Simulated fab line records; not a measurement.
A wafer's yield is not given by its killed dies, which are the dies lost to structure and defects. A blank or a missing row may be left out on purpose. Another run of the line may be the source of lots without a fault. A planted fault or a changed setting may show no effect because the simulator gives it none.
Shared-tool check || flow sky130 || 39 wafers sampled across 13 lots

== WHAT PROMPTED THE OPENING ==
1 of 13 lots carry a flag on the reading VT_ADJUST_NCORE_TW at SKY_VT_ADJUST_NCORE_TW_MEAS_11. No-fault wafers: 220.3, standard deviation 1.5.
Rule: a lot is flagged in two cases, either no wafer of it has a number, or all its wafers with numbers fall more than 4 standard deviations from that mean. All remaining lots are regarded as sound.

{"lot": "L292", "measured": "day 8 11:16", "on": "film-metro-03", "VT_ADJUST_NCORE_TW, wafer by wafer": "219.1 219.5 217.7", "flag": ""}
{"lot": "L295", "measured": "day 9 12:10", "on": "film-metro-03", "VT_ADJUST_NCORE_TW, wafer by wafer": "219.0 219.4 219.3", "flag": ""}
{"lot": "L296", "measured": "day 9 20:05", "on": "film-metro-04", "VT_ADJUST_NCORE_TW, wafer by wafer": "219.5 219.2 219.7", "flag": ""}
{"lot": "L297", "measured": "day 10 02:47", "on": "film-metro-02", "VT_ADJUST_NCORE_TW, wafer by wafer": "222.3 222.2 222.9", "flag": ""}
{"lot": "L298", "measured": "day 10 03:40", "on": "film-metro-04", "VT_ADJUST_NCORE_TW, wafer by wafer": "218.8 219.8 220.3", "flag": ""}
{"lot": "L300", "measured": "day 11 05:34", "on": "film-metro-04", "VT_ADJUST_NCORE_TW, wafer by wafer": "219.8 219.6 221.0", "flag": ""}
{"lot": "L301", "measured": "day 11 16:11", "on": "film-metro-02", "VT_ADJUST_NCORE_TW, wafer by wafer": "222.6 221.6 221.8", "flag": ""}
{"lot": "L304", "measured": "day 12 05:20", "on": "film-metro-04", "VT_ADJUST_NCORE_TW, wafer by wafer": "220.8 220.2 219.3", "flag": ""}
{"lot": "L305", "measured": "day 12 10:10", "on": "film-metro-02", "VT_ADJUST_NCORE_TW, wafer by wafer": "220.7 220.9 221.6", "flag": ""}
{"lot": "L306", "measured": "day 12 17:33", "on": "film-metro-03", "VT_ADJUST_NCORE_TW, wafer by wafer": "218.0 219.2 218.4", "flag": ""}
{"lot": "L308", "measured": "day 13 08:23", "on": "film-metro-04", "VT_ADJUST_NCORE_TW, wafer by wafer": "220.4 220.9 220.7", "flag": ""}
{"lot": "L312", "measured": "day 14 10:08", "on": "film-metro-02", "VT_ADJUST_NCORE_TW, wafer by wafer": "30.4 30.2 30.5", "flag": "FLAGGED"}
{"lot": "L311", "measured": "day 14 16:16", "on": "film-metro-04", "VT_ADJUST_NCORE_TW, wafer by wafer": "219.9 220.3 220.1", "flag": ""}
Flagged lots average 30.4: -189.9 relative to the usual, that is -99 or more standard deviations.

== LOT BY LOT: THE TOOL USED ==
Before the reading, the record contains 2 process steps out of a 708-step route. Each cell gives the tool, then ch followed by the chambers the sampled wafers passed through, then the start.
{"lot": "L292", "flag": "", "SKY_VT_ADJUST_LVTN_STRIP_20": "plasma-asher-02 ch 0,1, day 7 14:11", "SKY_VT_ADJUST_NCORE_STRIP_10": "plasma-asher-03 ch 0,1, day 8 11:10"}
{"lot": "L295", "flag": "", "SKY_VT_ADJUST_LVTN_STRIP_20": "plasma-asher-02 ch 0,1, day 8 14:32", "SKY_VT_ADJUST_NCORE_STRIP_10": "plasma-asher-02 ch 0,1, day 9 12:04"}
{"lot": "L296", "flag": "", "SKY_VT_ADJUST_LVTN_STRIP_20": "plasma-asher-04 ch 0,1, day 8 22:49", "SKY_VT_ADJUST_NCORE_STRIP_10": "plasma-asher-03 ch 0,1, day 9 19:59"}
{"lot": "L297", "flag": "", "SKY_VT_ADJUST_LVTN_STRIP_20": "plasma-asher-04 ch 0,1, day 9 05:08", "SKY_VT_ADJUST_NCORE_STRIP_10": "plasma-asher-01 ch 0,1, day 10 02:41"}
{"lot": "L298", "flag": "", "SKY_VT_ADJUST_LVTN_STRIP_20": "plasma-asher-03 ch 0,1, day 9 05:33", "SKY_VT_ADJUST_NCORE_STRIP_10": "plasma-asher-02 ch 0,1, day 10 03:34"}
{"lot": "L300", "flag": "", "SKY_VT_ADJUST_LVTN_STRIP_20": "plasma-asher-04 ch 0,1, day 10 06:51", "SKY_VT_ADJUST_NCORE_STRIP_10": "plasma-asher-02 ch 0,1, day 11 05:28"}
{"lot": "L301", "flag": "", "SKY_VT_ADJUST_LVTN_STRIP_20": "plasma-asher-03 ch 0,1, day 10 16:28", "SKY_VT_ADJUST_NCORE_STRIP_10": "plasma-asher-03 ch 0,1, day 11 16:06"}
{"lot": "L304", "flag": "", "SKY_VT_ADJUST_LVTN_STRIP_20": "plasma-asher-03 ch 0,1, day 11 04:35", "SKY_VT_ADJUST_NCORE_STRIP_10": "plasma-asher-01 ch 0,1, day 12 05:13"}
{"lot": "L305", "flag": "", "SKY_VT_ADJUST_LVTN_STRIP_20": "plasma-asher-03 ch 0,1, day 11 09:58", "SKY_VT_ADJUST_NCORE_STRIP_10": "plasma-asher-03 ch 0,1, day 12 10:04"}
{"lot": "L306", "flag": "", "SKY_VT_ADJUST_LVTN_STRIP_20": "plasma-asher-03 ch 0,1, day 11 17:07", "SKY_VT_ADJUST_NCORE_STRIP_10": "plasma-asher-01 ch 0,1, day 12 17:28"}
{"lot": "L308", "flag": "", "SKY_VT_ADJUST_LVTN_STRIP_20": "plasma-asher-02 ch 0,1, day 12 06:28", "SKY_VT_ADJUST_NCORE_STRIP_10": "plasma-asher-01 ch 0,1, day 13 08:16"}
{"lot": "L312", "flag": "FLAGGED", "SKY_VT_ADJUST_LVTN_STRIP_20": "plasma-asher-02 ch 0,1, day 13 08:45", "SKY_VT_ADJUST_NCORE_STRIP_10": "plasma-asher-01 ch 0, day 14 10:01"}
{"lot": "L311", "flag": "", "SKY_VT_ADJUST_LVTN_STRIP_20": "plasma-asher-04 ch 0,1, day 13 14:41", "SKY_VT_ADJUST_NCORE_STRIP_10": "plasma-asher-03 ch 0, day 14 16:10"}
What the steps here do:
- SKY_VT_ADJUST_LVTN_STRIP_20: strips in O2/N2.
- SKY_VT_ADJUST_NCORE_STRIP_10: strips in O2/N2.
- SKY_VT_ADJUST_NCORE_TW_MEAS_11

== FLAGGED AGAINST TOTAL, ONE TOOL AT A TIME (gauges that did the reading follow at the end) ==
{"step": "SKY_VT_ADJUST_LVTN_STRIP_20", "tool": "plasma-asher-02", "lots run": 4, "flagged": 1, "share of the flagged lots": "all", "sound lots run after its first flagged lot": 0}
{"step": "SKY_VT_ADJUST_LVTN_STRIP_20", "tool": "plasma-asher-03", "lots run": 5, "flagged": 0, "share of the flagged lots": "none", "sound lots run after its first flagged lot": "-"}
{"step": "SKY_VT_ADJUST_LVTN_STRIP_20", "tool": "plasma-asher-04", "lots run": 4, "flagged": 0, "share of the flagged lots": "none", "sound lots run after its first flagged lot": "-"}
{"step": "SKY_VT_ADJUST_NCORE_STRIP_10", "tool": "plasma-asher-01", "lots run": 5, "flagged": 1, "share of the flagged lots": "all", "sound lots run after its first flagged lot": 0}
{"step": "SKY_VT_ADJUST_NCORE_STRIP_10", "tool": "plasma-asher-02", "lots run": 3, "flagged": 0, "share of the flagged lots": "none", "sound lots run after its first flagged lot": "-"}
{"step": "SKY_VT_ADJUST_NCORE_STRIP_10", "tool": "plasma-asher-03", "lots run": 5, "flagged": 0, "share of the flagged lots": "none", "sound lots run after its first flagged lot": "-"}
{"step": "SKY_VT_ADJUST_NCORE_TW_MEAS_11", "tool": "film-metro-02", "lots run": 4, "flagged": 1, "share of the flagged lots": "all", "sound lots run after its first flagged lot": 0}
{"step": "SKY_VT_ADJUST_NCORE_TW_MEAS_11", "tool": "film-metro-03", "lots run": 3, "flagged": 0, "share of the flagged lots": "none", "sound lots run after its first flagged lot": "-"}
{"step": "SKY_VT_ADJUST_NCORE_TW_MEAS_11", "tool": "film-metro-04", "lots run": 6, "flagged": 0, "share of the flagged lots": "none", "sound lots run after its first flagged lot": "-"}

== WHAT IS ALLOWED BY THE TABLE ==
plasma-asher-02 at SKY_VT_ADJUST_LVTN_STRIP_20, plasma-asher-01 at SKY_VT_ADJUST_NCORE_STRIP_10 and film-metro-02 at SKY_VT_ADJUST_NCORE_TW_MEAS_11: these 3 rows of the table ran every flagged lot.
- plasma-asher-02 at SKY_VT_ADJUST_LVTN_STRIP_20 ran 4 lots, 1 of them flagged. It ran its last sound lot, L308, at day 12 06:28 and its first flagged lot, L312, at day 13 08:45: a fault with its onset between the two fits. Its own readings lie more than 4 standard deviations out on every wafer of the flagged lots: oes-product-au.
- plasma-asher-01 at SKY_VT_ADJUST_NCORE_STRIP_10 ran 5 lots, 1 of them flagged. It ran its last sound lot, L308, at day 13 08:16 and its first flagged lot, L312, at day 14 10:01: a fault with its onset between the two fits. Its own readings lie more than 4 standard deviations out on every wafer of the flagged lots: strip-time-to-endpoint-s.
- film-metro-02 at SKY_VT_ADJUST_NCORE_TW_MEAS_11 ran 4 lots, 1 of them flagged. It ran its last sound lot, L305, at day 12 10:10 and its first flagged lot, L312, at day 14 10:08: a fault with its onset between the two fits.
Because each of these 3 tools fits a fault that began at some hour, counting lots does not separate them. More lots, or a look at what each step does to the wafer, might.

== WHAT THE SIMULATOR HAD PUT IN ==
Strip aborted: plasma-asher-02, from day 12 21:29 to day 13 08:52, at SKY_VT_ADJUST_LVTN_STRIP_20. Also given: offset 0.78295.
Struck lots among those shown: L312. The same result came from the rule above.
